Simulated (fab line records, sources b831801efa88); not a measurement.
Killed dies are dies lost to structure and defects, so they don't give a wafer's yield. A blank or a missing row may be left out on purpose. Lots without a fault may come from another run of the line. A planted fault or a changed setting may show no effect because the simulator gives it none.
Problem report in the 8D (eight disciplines) form, filled by code | flow sky130 | the parts of the form that need people (team, actions taken, sign-off) are left out

1. THE PROBLEM
strip_time_to_endpoint_s at SKY_NWELL_STRIP_25 reads a mean of 21.69 s on 6 wafers of 2 lots; wafers without a fault read 36.92 s with a standard deviation of 0.13. That is -99 or more standard deviations from the usual mean.
The step: strips in O2/N2.
First seen on wafer L879.2, day 7 22:08, on plasma_asher-03. The record holds 36 wafers of 12 lots with a number at this step. Rule for "out", or "out of limits": more than 4 standard deviations from the usual mean. The other wafers with a number count as sound.

2. WHAT IT IS AND WHAT IT IS NOT
question                    | is                               | is not
which readings at this step | strip_time_to_endpoint_s         | drypump_motor_current_A
which lots                  | L879, L883                       | L868, L869, L870, L873, L875, L884, L887, L888, L889, L890
which wafers of those lots  | all that have a number           | -
read on which tools         | plasma_asher-02, plasma_asher-03 | plasma_asher-04
when                        | from day 7 22:08                 | up to then (15 sound wafers); but 15 sound wafers of L884, L887, L888, L889, L890 came after

3. SUSPECTS, AND WHAT RULES EACH OUT
Counting: a tool at a process step up to the reading stays a suspect if it ran every lot that is out and no sound lot after the first of them.
- litho_track-02 at SKY_NWELL_COAT_18 (resist thk 3000 nm): kept. It ran every lot that is out, first L879 (day 7 12:01), and no sound lot after that; its last sound lot up to then is L875 (day 6 15:11).
Left after counting: litho_track-02 at SKY_NWELL_COAT_18.

4. THE CAUSE (what the simulator had put in)
Process parameter drift: litho_track-02, from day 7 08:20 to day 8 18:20, at SKY_NWELL_COAT_18. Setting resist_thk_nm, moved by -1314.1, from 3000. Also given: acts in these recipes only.
Counting left only this tool.

5. THE CHAIN OF EFFECTS, in route order
Each row: a reading whose mean over the struck wafers that have a number lies more than 3 standard deviations from the usual. Only readings for which the record gives a usual standard deviation are gone through. hours: the time from each lot's start at the first step in this table that gives one to its start at this step, as a median over the lots. sigmas: the change in usual standard deviations.
hours | step               | reading                  | usual   | on struck wafers | change | sigmas
0     | SKY_NWELL_STRIP_25 | strip_time_to_endpoint_s | 36.92 s | 21.69            | -15.23 | -99 or more
The process steps in it:
- SKY_NWELL_STRIP_25: strips in O2/N2.
Later measuring or inspecting steps at which every struck wafer that the step has a row for has a number for every such reading, and none has moved that far: SKY_VT_ADJUST_LVTN_TW_MEAS_21, SKY_GATE_OXIDE_TW_MEAS_14.

6. WHAT WOULD HAVE CAUGHT IT SOONER
In this record the first reading out of limits was taken at day 7 22:08, 14 hours after the fault began at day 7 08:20.
Of the tool readings at SKY_NWELL_COAT_18 for which the record gives a usual standard deviation, none was out on any struck wafer, so an alarm limit of 4 standard deviations on them would not have fired.
Of the lots that are out (2), L883 began SKY_NWELL_COAT_18 on litho_track-02 after day 7 22:08. A hold on the tool at that time would have spared it.
